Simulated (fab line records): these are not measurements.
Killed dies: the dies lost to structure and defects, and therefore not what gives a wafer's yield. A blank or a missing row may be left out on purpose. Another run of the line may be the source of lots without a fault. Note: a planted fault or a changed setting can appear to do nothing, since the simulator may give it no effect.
fab line records + flow sky130
[record]
- lots = 6
- wafers = 18
- lastDay = 51
route steps=708 shown LDD_N@252 LDD_P@255 LDD_HVN@267 PAD_OPEN@708
lots that met no fault: from a run of the same line without faults
startH: start of the lot's first displayed wafer, in hours after the record's first day + waitH: hours elapsed since this lot's preceding step + " repeats the value in the row above + L1.1+2: a single row standing in for several wafers + - no value, or no start given + * or withheld: withheld + < > ~ a bound
route shown NAME@n: a module of which the file shows steps, and the number in the route of the first + usual: mean and standard deviation over wafers with no fault + same: alike in all rows + chamber/n: place in a boat + sites: the reading at each site + _std_site: the values' standard deviation + _edge_site: inner sites' mean taken away from outer sites' mean + radiusMm: for every site, how far away it sits from the centre of the wafer + mask NAME#n: copy n + behind: the most recent tool/chamber to have shaped the wafer + hold: what put the lot on hold/how long, in hours/how the hold closed + device: the n, p or np transistor that did not switch + end of line: tests of these same wafers at the route's end + where a step has no rows: the recipe by itself + killed: at the first sort, the dies lost to defects and structure; wafer yield is something else + map: dies across one wafer; x = killed, . = not, _ = none there
set.NAME: the setting the step ran with; set.NAME@STEP: the setting that earlier step ran with + model.NAME: the simulator's own value behind a step, which no gauge read
a table for each step, a row for each wafer; lots at some steps of the route
services: when a tool's chamber went out of use (startH, in hours from the record's first day, below 0 if earlier), for how many hours, and the reason
[[steps]]
[step SKY_LDD_N_IMPLANT_15]
[recipe]
- species = BF2
- energyKev = 50
- doseCm2 = 5e+12
- tiltDeg = 30
- rotationDeg = 270
[step SKY_LDD_N_STRIP_16]
[recipe]
- chemistry = O2/N2
- powerW = 1400
- pressureMtorr = 1500
- platenTempC = withheld
- o2FlowSccm = 3000
- n2FlowSccm = 300
- overashFraction = 0.5
[usual]
- drypumpMotorCurrentA = 6.0/0.31
- oesProductAu = 0.406/0.0046
- stripTimeToEndpointS = 4.314/0.014
| lot.wafer | tool           | chamber | startH | waitH | drypumpMotorCurrentA | oesProductAu | rfHoursCounterH | stripTimeToEndpointS |
|-----------|----------------|---------|--------|-------|----------------------|--------------|-----------------|----------------------|
| L853.1    | plasmaAsher-03 | 1       | 497.87 | 0.1   | 5.6                  | 0.411        | 69              | 4.319                |
| L853.3    | "              | 1       | "      | "     | 5.6                  | 0.409        | -               | 4.310                |
| L853.4    | "              | 0       | "      | "     | 6.3                  | 0.404        | -               | 4.317                |
| L856.3    | plasmaAsher-02 | 0       | 512.83 | 0.1   | 6.1                  | 0.405        | -               | 4.269                |
| L856.4    | "              | 1       | "      | "     | 6.3                  | 0.407        | -               | 4.301                |
| L856.6    | "              | 1       | "      | "     | 6.2                  | 0.402        | -               | 4.301                |
| L858.1    | plasmaAsher-01 | 0       | 534.79 | 0.1   | 5.5                  | 0.403        | 11              | 4.333                |
| L858.2    | "              | 1       | "      | "     | 6.3                  | 0.411        | 11              | 4.329                |
| L858.6    | "              | 1       | "      | "     | 6.3                  | 0.407        | -               | 4.346                |
| L859.4    | plasmaAsher-01 | 0       | 546.35 | 0.1   | 5.5                  | 0.412        | -               | 4.321                |
| L859.5    | "              | 0       | "      | "     | 5.6                  | 0.411        | -               | 4.336                |
| L859.6    | "              | 1       | "      | "     | 6.2                  | 0.406        | -               | 4.328                |
| L861.3    | plasmaAsher-02 | 0       | 553.33 | 0.1   | 6.1                  | 0.402        | -               | 4.321                |
| L861.4    | "              | 1       | "      | "     | 6.2                  | 0.408        | -               | 4.302                |
| L861.5    | "              | 1       | "      | "     | 6.2                  | 0.410        | -               | 4.309                |
| L866.1    | plasmaAsher-02 | 0       | 626.19 | 0.1   | 6.1                  | 0.413        | 50              | 4.311                |
| L866.4    | "              | 1       | "      | "     | 6.3                  | 0.404        | -               | 4.316                |
| L866.6    | "              | 1       | "      | "     | 6.3                  | 0.411        | -               | 4.302                |
[step SKY_LDD_N_TW_MEAS_17]
[usual]
- LDD_N_TW = 2612/15
| lot.wafer | tool         | chamber | startH | waitH | LDD_N_TW |
|-----------|--------------|---------|--------|-------|----------|
| L853.1    | filmMetro-04 | -       | 497.97 | 0.1   | 2648     |
| L853.3    | "            | -       | "      | "     | 2634     |
| L853.4    | "            | -       | "      | "     | 2629     |
| L856.3    | filmMetro-04 | -       | 512.91 | 0.1   | 2615     |
| L856.4    | "            | -       | "      | "     | 2615     |
| L856.6    | "            | -       | "      | "     | 2595     |
| L858.1    | filmMetro-02 | -       | 534.89 | 0.1   | 2644     |
| L858.2    | "            | -       | "      | "     | 2632     |
| L858.6    | "            | -       | "      | "     | 2626     |
| L859.4    | filmMetro-01 | -       | 546.45 | 0.1   | 2604     |
| L859.5    | "            | -       | "      | "     | 2598     |
| L859.6    | "            | -       | "      | "     | 2611     |
| L861.3    | filmMetro-01 | -       | 553.41 | 0.1   | 2590     |
| L861.4    | "            | -       | "      | "     | 2608     |
| L861.5    | "            | -       | "      | "     | 2592     |
| L866.1    | filmMetro-04 | -       | 626.29 | 0.1   | 2619     |
| L866.4    | "            | -       | "      | "     | 2630     |
| L866.6    | "            | -       | "      | "     | 2632     |
[step SKY_LDD_P_DEHYDRATE_00]
[recipe]
- tempC = 200
- timeS = 60
[step SKY_LDD_P_HMDS_01]
[recipe]
- primeTimeS = 60
- primeTempC = 120
[step SKY_LDD_P_COAT_02]
[recipe]
- resist = NOVOLAK
- spinRpm = 3000
- resistThkNm = 1140
[step SKY_LDD_P_SOFTBAKE_03]
[recipe]
- tempC = 90
- timeS = 60
- resist = NOVOLAK
[step SKY_LDD_P_EXPOSE_04]
[recipe]
- maskId = PSDM
- na = 0.6
- sourceShape = conventional
- sigmaOuter = 0.6
- polarization = unpolarized
- targetCdNm = 380
- doseMj = 138
[step SKY_LDD_P_PEB_05]
[recipe]
- tempC = withheld
- timeS = *
- resist = NOVOLAK
[step SKY_LDD_P_DEVELOP_06]
[recipe]
- resist = NOVOLAK
- developer = TMAH
- developTimeS = 60
- devTempC = 23
[step SKY_LDD_P_CD_MEAS_07]
[recipe]
- targetCdNm = 380
[usual]
- cdNm = 380.1/2.5
| lot.wafer | tool     | chamber | startH | waitH | cdNm  |
|-----------|----------|---------|--------|-------|-------|
| L853.1    | cdSem-02 | -       | 527.40 | 0.1   | 381.5 |
| L853.3    | "        | -       | "      | "     | 380.6 |
| L853.4    | "        | -       | "      | "     | 381.4 |
| L856.3    | cdSem-01 | -       | 543.07 | 0.1   | 379.2 |
| L856.4    | "        | -       | "      | "     | 380.5 |
| L856.6    | "        | -       | "      | "     | 379.1 |
| L858.1    | cdSem-02 | -       | 564.20 | 0.1   | 376.5 |
| L858.2    | "        | -       | "      | "     | 376.8 |
| L858.6    | "        | -       | "      | "     | 379.2 |
| L859.4    | cdSem-02 | -       | 576.34 | 0.1   | 381.6 |
| L859.5    | "        | -       | "      | "     | 383.9 |
| L859.6    | "        | -       | "      | "     | 382.1 |
| L861.3    | cdSem-02 | -       | 583.14 | 0.1   | 378.5 |
| L861.4    | "        | -       | "      | "     | 380.4 |
| L861.5    | "        | -       | "      | "     | 376.7 |
| L866.1    | cdSem-01 | -       | 656.73 | 0.2   | 381.8 |
| L866.4    | "        | -       | "      | "     | 381.1 |
| L866.6    | "        | -       | "      | "     | 381.2 |
[step SKY_LDD_P_OVL_MEAS_08]
[usual]
- LDD_P_OVL = -0.3/1.5
| lot.wafer | tool       | chamber | startH | waitH | LDD_P_OVL[nm] |
|-----------|------------|---------|--------|-------|---------------|
| L853.1    | overlay-02 | -       | 527.52 | 0.1   | -1.0          |
| L853.3    | "          | -       | "      | "     | -0.3          |
| L853.4    | "          | -       | "      | "     | -0.7          |
| L856.3    | overlay-02 | -       | 543.17 | 0.1   | 0.9           |
| L856.4    | "          | -       | "      | "     | -1.8          |
| L856.6    | "          | -       | "      | "     | 0.6           |
| L858.1    | overlay-02 | -       | 564.32 | 0.1   | -2.3          |
| L858.2    | "          | -       | "      | "     | -2.0          |
| L858.6    | "          | -       | "      | "     | 0.1           |
| L859.4    | overlay-01 | -       | 576.42 | 0.1   | 0.8           |
| L859.5    | "          | -       | "      | "     | -0.9          |
| L859.6    | "          | -       | "      | "     | 0.6           |
| L861.3    | overlay-01 | -       | 583.24 | 0.1   | -0.9          |
| L861.4    | "          | -       | "      | "     | 0.1           |
| L861.5    | "          | -       | "      | "     | 1.5           |
| L866.1    | overlay-01 | -       | 656.85 | 0.1   | -2.8          |
| L866.4    | "          | -       | "      | "     | -1.9          |
| L866.6    | "          | -       | "      | "     | 0.1           |
[step SKY_LDD_P_IMPLANT_09]
[recipe]
- species = BF2
- energyKev = 25
- doseCm2 = 1e+13
- tiltDeg = withheld
[usual]
- beamEnergyKeV = 25.000/0.0085
- faradayCurrentUA = 56.5/1.1
| lot.wafer | tool         | chamber | startH | waitH | beamEnergyKeV | faradayCurrentUA | model.implant.rpNm | model.implant.drpNm |
|-----------|--------------|---------|--------|-------|---------------|------------------|--------------------|---------------------|
| L853.1    | implanter-04 | 0       | 527.56 | 0.0   | 25.003        | 57.8             | 20.16              | 11.41               |
| L853.3    | "            | 0       | "      | "     | 24.994        | 55.8             | 20.16              | 11.41               |
| L853.4    | "            | 0       | "      | "     | 25.005        | 57.6             | 20.16              | 11.41               |
| L856.3    | implanter-02 | 0       | 543.24 | 0.1   | 25.012        | 54.7             | 20.58              | 11.41               |
| L856.4    | "            | 0       | "      | "     | 25.000        | 56.9             | 20.58              | 11.41               |
| L856.6    | "            | 0       | "      | "     | 25.005        | 56.7             | 20.58              | 11.41               |
| L858.1    | implanter-02 | 0       | 564.36 | 0.0   | 26.487        | 56.2             | 21.55              | 11.88               |
| L858.2    | "            | 0       | "      | "     | 26.475        | 58.7             | 21.55              | 11.88               |
| L858.6    | "            | 0       | "      | "     | 26.482        | 56.4             | 21.55              | 11.88               |
| L859.4    | implanter-04 | 0       | 576.52 | 0.1   | 25.013        | 55.0             | 20.28              | 11.41               |
| L859.5    | "            | 0       | "      | "     | 24.996        | 55.3             | 20.28              | 11.41               |
| L859.6    | "            | 0       | "      | "     | 25.009        | 56.7             | 20.28              | 11.41               |
| L861.3    | implanter-02 | 0       | 583.31 | 0.1   | 26.485        | 56.9             | 22.04              | 11.88               |
| L861.4    | "            | 0       | "      | "     | 26.466        | 56.3             | 22.04              | 11.88               |
| L861.5    | "            | 0       | "      | "     | 26.476        | 56.3             | 22.04              | 11.88               |
| L866.1    | implanter-02 | 0       | 656.88 | 0.0   | 24.993        | 57.4             | 20.98              | 11.41               |
| L866.4    | "            | 0       | "      | "     | 25.003        | 57.2             | 20.98              | 11.41               |
| L866.6    | "            | 0       | "      | "     | 24.997        | 57.0             | 20.98              | 11.41               |
[step SKY_LDD_P_STRIP_10]
[recipe]
- chemistry = O2/N2
- powerW = 1400
- pressureMtorr = 1500
- platenTempC = withheld
- o2FlowSccm = 3000
- n2FlowSccm = 300
- overashFraction = 0.5
[usual]
- drypumpMotorCurrentA = 5.9/0.35
- oesProductAu = 0.716/0.0045
- stripTimeToEndpointS = 14.18/0.042
| lot.wafer | tool           | chamber | startH | waitH | drypumpMotorCurrentA | oesProductAu | rfHoursCounterH | stripTimeToEndpointS |
|-----------|----------------|---------|--------|-------|----------------------|--------------|-----------------|----------------------|
| L853.1    | plasmaAsher-01 | 0       | 527.71 | 0.1   | 5.5                  | 0.713        | 10              | 14.18                |
| L853.3    | "              | 1       | "      | "     | 6.3                  | 0.715        | -               | 14.16                |
| L853.4    | "              | 0       | "      | "     | 5.5                  | 0.713        | -               | 14.14                |
| L856.3    | plasmaAsher-01 | 0       | 543.37 | 0.1   | 5.5                  | 0.709        | -               | 14.22                |
| L856.4    | "              | 1       | "      | "     | 6.3                  | 0.705        | -               | 14.23                |
| L856.6    | "              | 0       | "      | "     | 5.5                  | 0.709        | -               | 14.22                |
| L858.1    | plasmaAsher-01 | 0       | 564.51 | 0.1   | 5.5                  | 0.722        | 14              | 14.23                |
| L858.2    | "              | 1       | "      | "     | 6.3                  | 0.714        | 14              | 14.28                |
| L858.6    | "              | 0       | "      | "     | 5.5                  | 0.714        | -               | 14.22                |
| L859.4    | plasmaAsher-02 | 0       | 576.62 | 0.1   | 6.1                  | 0.716        | -               | 14.16                |
| L859.5    | "              | 0       | "      | "     | 6.1                  | 0.711        | -               | 14.21                |
| L859.6    | "              | 1       | "      | "     | 6.2                  | 0.709        | -               | 14.18                |
| L861.3    | plasmaAsher-01 | 1       | 583.44 | 0.1   | 6.3                  | 0.717        | -               | 14.14                |
| L861.4    | "              | 0       | "      | "     | 5.5                  | 0.714        | -               | 14.18                |
| L861.5    | "              | 1       | "      | "     | 6.3                  | 0.717        | -               | 14.18                |
| L866.1    | plasmaAsher-01 | 0       | 657.03 | 0.1   | 5.5                  | 0.714        | 23              | 14.08                |
| L866.4    | "              | 1       | "      | "     | 6.2                  | 0.709        | -               | 14.08                |
| L866.6    | "              | 0       | "      | "     | 5.5                  | 0.713        | -               | 14.07                |
[step SKY_LDD_P_TW_MEAS_11]
[usual]
- LDD_P_TW = 642/3.5
| lot.wafer | tool         | chamber | startH | waitH | LDD_P_TW |
|-----------|--------------|---------|--------|-------|----------|
| L853.1    | filmMetro-02 | -       | 527.81 | 0.1   | 649      |
| L853.3    | "            | -       | "      | "     | 648      |
| L853.4    | "            | -       | "      | "     | 643      |
| L856.3    | filmMetro-03 | -       | 543.46 | 0.1   | 642      |
| L856.4    | "            | -       | "      | "     | 645      |
| L856.6    | "            | -       | "      | "     | 644      |
| L858.1    | filmMetro-03 | -       | 564.61 | 0.1   | 653      |
| L858.2    | "            | -       | "      | "     | 652      |
| L858.6    | "            | -       | "      | "     | 654      |
| L859.4    | filmMetro-02 | -       | 576.72 | 0.1   | 640      |
| L859.5    | "            | -       | "      | "     | 638      |
| L859.6    | "            | -       | "      | "     | 635      |
| L861.3    | filmMetro-03 | -       | 583.53 | 0.1   | 655      |
| L861.4    | "            | -       | "      | "     | 657      |
| L861.5    | "            | -       | "      | "     | 656      |
| L866.1    | filmMetro-03 | -       | 657.13 | 0.1   | 640      |
| L866.4    | "            | -       | "      | "     | 638      |
| L866.6    | "            | -       | "      | "     | 639      |
[step SKY_LDD_HVN_DEHYDRATE_00]
[recipe]
- tempC = 200
- timeS = 60
[step SKY_PAD_OPEN_PROBE_99]
[usual]
- killed_at_M0_to_M3 = 43/6.4
- killed_at_M4_up = 3.2/1.8
- killedAtContacts = 25/5.8
- killedAtFrontEnd = 16/4.1
- killedAtOther = 0.2/0.47
- killedDies = 88/9.9
- killedOpen = 47/7.3
- killedShort = 40/7.1
[same]
- grossDies = 492
- killedAtBackSide = 0
| lot.wafer | tool      | chamber | startH  | waitH | killed_at_M0_to_M3 | killed_at_M4_up | killedAtContacts | killedAtFrontEnd | killedAtOther | killedDies | killedOpen | killedShort |
|-----------|-----------|---------|---------|-------|--------------------|-----------------|------------------|------------------|---------------|------------|------------|-------------|
| L853.1    | prober-01 | -       | 1133.88 | 0.1   | 46                 | 6               | 27               | 17               | 0             | 96         | 51         | 44          |
| L853.3    | prober-01 | -       | 1133.98 | 0.2   | 36                 | 3               | 21               | 9                | 1             | 70         | 33         | 36          |
| L853.4    | prober-01 | -       | 1134.03 | 0.2   | 44                 | 0               | 34               | 9                | 0             | 87         | 50         | 37          |
| L856.3    | prober-02 | -       | 1147.16 | 0.2   | 46                 | 0               | 26               | 14               | 0             | 86         | 45         | 40          |
| L856.4    | prober-02 | -       | 1147.21 | 0.2   | 47                 | 0               | 11               | 16               | 0             | 74         | 40         | 33          |
| L856.6    | prober-02 | -       | 1147.31 | 0.2   | 48                 | 5               | 22               | 17               | 0             | 92         | 59         | 33          |
| L858.1    | prober-02 | -       | 1156.46 | 0.1   | 47                 | 3               | 31               | 15               | 0             | 96         | 55         | 39          |
| L858.2    | prober-02 | -       | 1156.51 | 0.1   | 34                 | 6               | 33               | 17               | 0             | 90         | 42         | 45          |
| L858.6    | prober-02 | -       | 1156.71 | 0.2   | 50                 | 3               | 23               | 15               | 1             | 92         | 42         | 50          |
| L859.4    | prober-01 | -       | 1168.46 | 0.2   | 40                 | 5               | 19               | 16               | 2             | 82         | 46         | 36          |
| L859.5    | prober-01 | -       | 1168.51 | 0.2   | 46                 | 3               | 23               | 17               | 0             | 89         | 45         | 43          |
| L859.6    | prober-01 | -       | 1168.56 | 0.2   | 39                 | 1               | 28               | 15               | 2             | 85         | 39         | 44          |
| L861.3    | prober-01 | -       | 1174.68 | 0.2   | 48                 | 3               | 34               | 15               | 0             | 100        | 61         | 39          |
| L861.4    | prober-01 | -       | 1174.73 | 0.2   | 57                 | 3               | 24               | 13               | 0             | 97         | 51         | 46          |
| L861.5    | prober-01 | -       | 1174.78 | 0.2   | 41                 | 3               | 22               | 15               | 1             | 82         | 38         | 43          |
| L866.1    | prober-02 | -       | 1214.47 | 0.1   | 54                 | 8               | 25               | 14               | 0             | 101        | 55         | 46          |
| L866.4    | prober-02 | -       | 1214.62 | 0.2   | 47                 | 6               | 32               | 12               | 0             | 97         | 48         | 49          |
| L866.6    | prober-02 | -       | 1214.72 | 0.2   | 43                 | 4               | 25               | 19               | 0             | 91         | 39         | 52          |
// killed by level:class
L853.1 VIA1:geometricParticle:open=15 LI_CONTACT:geometricParticle:open=9 CONTACT:geometricParticle:open=9 METAL2:geometricParticle:short=8 METAL1:geometricParticle:short=6 VIA1:geometricParticle:short=5 FIELD_ISO:geometricParticle:open=4 FIELD_ISO:geometricParticle:short=4
L853.3 CONTACT:geometricParticle:open=8 VIA1:geometricParticle:short=7 METAL1:geometricParticle:short=6 VIA1:geometricParticle:open=6 CONTACT:geometricParticle:short=5 VIA2:geometricParticle:open=5 LI_CONTACT:geometricParticle:open=4 FIELD_ISO:geometricParticle:short=3
L853.4 VIA1:geometricParticle:open=14 CONTACT:geometricParticle:open=11 CONTACT:geometricParticle:short=7 LOCAL_INTERCONNECT:geometricParticle:short=6 VIA2:geometricParticle:open=6 VIA3:geometricParticle:open=6 LI_CONTACT:geometricParticle:open=5 METAL1:geometricParticle:short=5
L856.3 VIA1:geometricParticle:open=11 CONTACT:geometricParticle:open=9 VIA3:geometricParticle:open=8 FIELD_ISO:geometricParticle:short=7 CONTACT:geometricParticle:short=6 VIA2:geometricParticle:short=6 VIA2:geometricParticle:open=6 METAL2:geometricParticle:short=5
L856.4 VIA2:geometricParticle:open=9 VIA3:geometricParticle:open=7 FIELD_ISO:geometricParticle:open=5 VIA1:geometricParticle:open=5 VIA2:geometricParticle:short=5 FIELD_ISO:geometricParticle:short=4 POLY_GATE:geometricParticle:open=4 METAL1:geometricParticle:short=4
L856.6 CONTACT:geometricParticle:open=11 VIA1:geometricParticle:open=11 VIA2:geometricParticle:open=10 POLY_GATE:geometricParticle:open=5 VIA1:geometricParticle:short=5 LI_CONTACT:geometricParticle:open=5 VIA3:geometricParticle:open=5 METAL1:geometricParticle:short=5
L858.1 LI_CONTACT:geometricParticle:open=11 CONTACT:geometricParticle:open=9 VIA2:geometricParticle:open=9 METAL1:geometricParticle:short=6 VIA3:geometricParticle:open=6 VIA1:geometricParticle:open=5 VIA1:geometricParticle:short=5 METAL3:geometricParticle:short=5
L858.2 VIA1:geometricParticle:open=12 CONTACT:geometricParticle:open=10 LOCAL_INTERCONNECT:geometricParticle:short=7 CONTACT:geometricParticle:short=6 METAL4:geometricParticle:short=6 FIELD_ISO:geometricParticle:open=5 LI_CONTACT:geometricParticle:open=4 VIA1:geometricParticle:short=4
L858.6 VIA1:geometricParticle:open=10 CONTACT:geometricParticle:open=10 VIA1:geometricParticle:short=8 METAL2:geometricParticle:short=8 LOCAL_INTERCONNECT:geometricParticle:short=6 VIA2:geometricParticle:open=6 VIA3:geometricParticle:short=6 VIA2:geometricParticle:short=5
L859.4 VIA1:geometricParticle:open=10 CONTACT:geometricParticle:open=7 VIA1:geometricParticle:short=6 POLY_GATE:geometricParticle:open=5 LI_CONTACT:geometricParticle:open=5 VIA3:geometricParticle:open=5 POLY_GATE:geometricParticle:short=4 VIA2:geometricParticle:open=4
L859.5 VIA1:geometricParticle:open=14 CONTACT:geometricParticle:open=8 FIELD_ISO:geometricParticle:open=6 VIA1:geometricParticle:short=6 CONTACT:geometricParticle:short=5 METAL1:geometricParticle:short=5 METAL2:geometricParticle:short=5 METAL3:geometricParticle:short=5
L859.6 VIA1:geometricParticle:open=9 LOCAL_INTERCONNECT:geometricParticle:short=7 LI_CONTACT:geometricParticle:open=6 CONTACT:geometricParticle:open=6 VIA1:geometricParticle:short=6 POLY_GATE:geometricParticle:short=5 CONTACT:geometricParticle:short=5 VIA3:geometricParticle:open=5
L861.3 VIA2:geometricParticle:open=11 CONTACT:geometricParticle:open=11 LI_CONTACT:geometricParticle:open=10 VIA1:geometricParticle:open=9 LOCAL_INTERCONNECT:geometricParticle:short=7 METAL1:geometricParticle:short=7 POLY_GATE:geometricParticle:open=5 METAL2:geometricParticle:short=5
L861.4 CONTACT:geometricParticle:open=13 METAL2:geometricParticle:short=10 VIA1:geometricParticle:open=9 VIA3:geometricParticle:open=7 LI_CONTACT:geometricParticle:open=6 METAL1:geometricParticle:short=6 VIA1:geometricParticle:short=6 VIA2:geometricParticle:open=6
L861.5 VIA1:geometricParticle:short=9 LI_CONTACT:geometricParticle:open=7 CONTACT:geometricParticle:open=7 VIA1:geometricParticle:open=6 FIELD_ISO:geometricParticle:short=5 FIELD_ISO:geometricParticle:open=5 VIA2:geometricParticle:short=5 VIA3:geometricParticle:open=5
L866.1 VIA1:geometricParticle:open=14 CONTACT:geometricParticle:open=9 CONTACT:geometricParticle:short=6 METAL1:geometricParticle:short=6 VIA2:geometricParticle:open=6 VIA3:geometricParticle:open=5 VIA1:geometricParticle:short=5 VIA3:geometricParticle:short=5
L866.4 VIA1:geometricParticle:open=10 LI_CONTACT:geometricParticle:open=9 VIA2:geometricParticle:open=7 CONTACT:geometricParticle:open=7 CONTACT:geometricParticle:short=7 VIA1:geometricParticle:short=7 VIA3:geometricParticle:open=7 LI_CONTACT:geometricParticle:short=6
L866.6 VIA1:geometricParticle:open=11 VIA1:geometricParticle:short=9 LI_CONTACT:geometricParticle:open=9 METAL1:geometricParticle:short=8 FIELD_ISO:geometricParticle:short=7 POLY_GATE:geometricParticle:short=6 LOCAL_INTERCONNECT:geometricParticle:short=5 CONTACT:geometricParticle:open=5
[[services]]
| tool         | chamber | startH | hours | kind   |
|--------------|---------|--------|-------|--------|
| implanter-04 | -       | 474.99 | 3.1   | repair |
| implanter-04 | -       | 530.94 | 14.1  | pm     |
| implanter-02 | -       | 561.66 | 1.9   | repair |
| implanter-04 | -       | 578.27 | 4.6   | repair |
| implanter-04 | -       | 578.28 | 5.1   | repair |
| implanter-02 | -       | 596.53 | 0.5   | repair |
| implanter-02 | -       | 611.19 | 4.9   | pm     |
[[key]]
[firstSign]
- step = SKY_LDD_P_IMPLANT_09
- reading = beamEnergyKeV
- direction = up
- sigmas = 99+
- usual = *
- struck = *
[effect]
- step = SKY_LDD_P_TW_MEAS_11
- reading = LDD_P_TW
- direction = up
- sigmas = 3.6
- usual = 642
- struck = 655
[modelEffect]
- step = SKY_LDD_P_IMPLANT_09
- value = implant.rpNm
- without = 20.81
- struck = 21.8
metAt SKY_LDD_P_IMPLANT_09
struckWafers L858.1,L858.2,L858.6,L861.3,L861.4,L861.5
testerLeftOut L858,L861
onsetBetween 543.24 564.36
[fault]
- kind = processParameterDrift
- tool = implanter-02
- chamber = -
- onsetH = 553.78
- steps = SKY_LDD_P_IMPLANT_09
- channel = energyKev
- offset = *
- shape = step
- endH = 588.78
- actsIn = *
- stated = *
// testerLeftOut: of these lots the tester's yield and bins aren't shown, on N5 and GAA mostly nor the transistor test; their killed dies are dies lost to structure and defects alone, not to doping, threshold or leakage, so they don't give the yield
